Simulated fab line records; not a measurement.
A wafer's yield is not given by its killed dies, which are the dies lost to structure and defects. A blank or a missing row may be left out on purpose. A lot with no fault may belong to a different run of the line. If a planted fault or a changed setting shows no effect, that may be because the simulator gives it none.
Matching of chambers ; flow gf180mcu ; cmp-02 running GF_CONTACT_CMP_04: 4 sister chambers
The step polishes SiO2. 7 wafers are shown with their chamber, then 7 later ones without.

EACH WAFER AND ITS CHAMBER
wafer;chamber;motorCurrentA (A);timeToEndpointS (s)
L344.2;2;9.8;114
L344.3;0;10.8;118
L351.1;1;12.9;112
L351.2;0;11.1;112
L351.4;3;12.4;113
L353.3;3;12.2;107
L353.4;2;9.7;104

WAFERS WITHOUT THEIR CHAMBER
wafer;motorCurrentA (A);timeToEndpointS (s)
L353.5;9.5;120
L354.3;9.8;109
L354.4;12.6;118
L354.6;13.1;104
L355.1;13.0;115
L355.5;12.6;117
L355.6;9.6;111

WHICH CHAMBER EACH WENT THROUGH
wafer;from the rows above;in truth
L353.5;2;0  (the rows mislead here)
L354.3;2;2
L354.4;can't be placed: 1 or 3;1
L354.6;1;1
L355.1;1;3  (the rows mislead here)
L355.5;can't be placed: 1 or 3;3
L355.6;2;2
Placed correctly: 3 of 7. Unplaceable from these rows: 2, with the true chamber sitting among the candidates in 2. Placed wrongly: 2.
How it was worked out, from the rows above alone: a wafer's distance from a chamber is the root of the sum, over the readings, of the square of ((its reading less the chamber's mean) divided by the reading's scatter). The wafer belongs to the nearest chamber; if the next one is less than 2 further off, it can't be placed. Each chamber's mean is taken over the wafers shown for it. The scatter: take each reading less its chamber's mean, square it, sum over the shown wafers, divide by the number of wafers less the number of chambers, and take the root.
